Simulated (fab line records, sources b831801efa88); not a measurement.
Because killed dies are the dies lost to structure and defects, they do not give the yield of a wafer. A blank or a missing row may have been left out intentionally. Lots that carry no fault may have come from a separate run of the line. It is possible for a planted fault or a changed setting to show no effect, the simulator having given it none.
Code-filled problem report in 8D (eight disciplines) form :: flow sky130 :: the parts of the form that need people (team, actions taken, sign-off) are left out

== 1. PROBLEM STATEMENT ==
VT_ADJUST_PCH_TW at SKY_VT_ADJUST_PCH_TW_MEAS_10 reads a mean of 128.2 on 6 wafers of 2 lots; wafers without a fault read 142.8 with a standard deviation of 0.88. Relative to the usual mean, that is a shift of -17 standard deviations.
First seen on wafer L389.2, day 12 23:37, on filmMetro-04. The record has a number at this step for 36 wafers belonging to 12 lots. The rule behind "out" and "out of limits": a value lying over 4 standard deviations away from the usual mean. All remaining wafers that have a number are taken as sound.

== 2. WHAT IT IS AND WHAT IT IS NOT ==
question: which readings at this step
is: VT_ADJUST_PCH_TW
is not: -

question: which lots
is: L389, L392
is not: L384, L385, L386, L398, L399, L400, L401, L402, L403, L405

question: which wafers of those lots
is: all that have a number
is not: -

question: read on which gauges
is: filmMetro-02, filmMetro-04
is not: filmMetro-03

question: when
is: from day 12 23:37
is not: up to then (9 sound wafers); but 21 sound wafers of L398, L399, L400, L401, L402, L403, L405 came after

== 3. SUSPECTS, AND WHAT RULES EACH OUT ==
Counting: any tool at a process step up to the reading is kept as a suspect provided that every lot that is out went through it and no sound lot did after the first of them.
- the gauge at SKY_VT_ADJUST_PCH_TW_MEAS_10 has been ruled out. 2 gauges (filmMetro-02, filmMetro-04) read the wafers that are out.
- implanter-03 at SKY_VT_ADJUST_PCH_IMPLANT_08: ruled out as a lasting fault. Following L389 (day 12 23:22), the first lot on it that is out, the sound lots L399, L403, L405 were run on it.
Left after counting: nothing in the record.

== 4. THE CAUSE (what the simulator had put in) ==
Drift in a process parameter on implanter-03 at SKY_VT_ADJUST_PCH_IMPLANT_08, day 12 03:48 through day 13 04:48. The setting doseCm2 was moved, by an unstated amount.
Counting ruled it out, wrongly: the rule takes a fault to strike every lot that its tool runs from its start on, and this one did not.

== 5. THE EFFECT CHAIN, in route order ==
Each row: a reading where the mean over the struck wafers with a number is more than 3 standard deviations away from the usual. Scope: only readings with a usual standard deviation given in the record; hours: median across lots of the time from each lot's start at the first step in this table that gives one to its start at this step; sigmas: change in usual standard deviations.
hours: 0
step: SKY_VT_ADJUST_PCH_IMPLANT_08
reading: doseIonsCm2
usual: 5e+11
on struck wafers: 3e+11
change: -2e+11
sigmas: -99 or more

hours: 0
step: SKY_VT_ADJUST_PCH_IMPLANT_08
reading: faradayCurrentUA
usual: 2.82
on struck wafers: 1.85
change: -0.97
sigmas: -17

hours: 0
step: SKY_VT_ADJUST_PCH_TW_MEAS_10
reading: VT_ADJUST_PCH_TW
usual: 142.8
on struck wafers: 128.2
change: -14.6
sigmas: -17
The process steps in it:
- SKY_VT_ADJUST_PCH_IMPLANT_08
Later measuring or inspecting steps at which every struck wafer that the step has a row for has a number for every such reading, and none has moved that far: SKY_LOCAL_INTERCONNECT_CD_MEAS_11.

== 6. WHAT WOULD HAVE CAUGHT IT SOONER ==
In this record the first reading out of limits at a measuring or inspecting step was taken at day 12 23:37, 20 hours after the fault began at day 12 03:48.
Tool's own readings at SKY_VT_ADJUST_PCH_IMPLANT_08, doseIonsCm2, faradayCurrentUA: out on all struck wafers the step has rows for; an alarm limit on them would have tripped on the first.
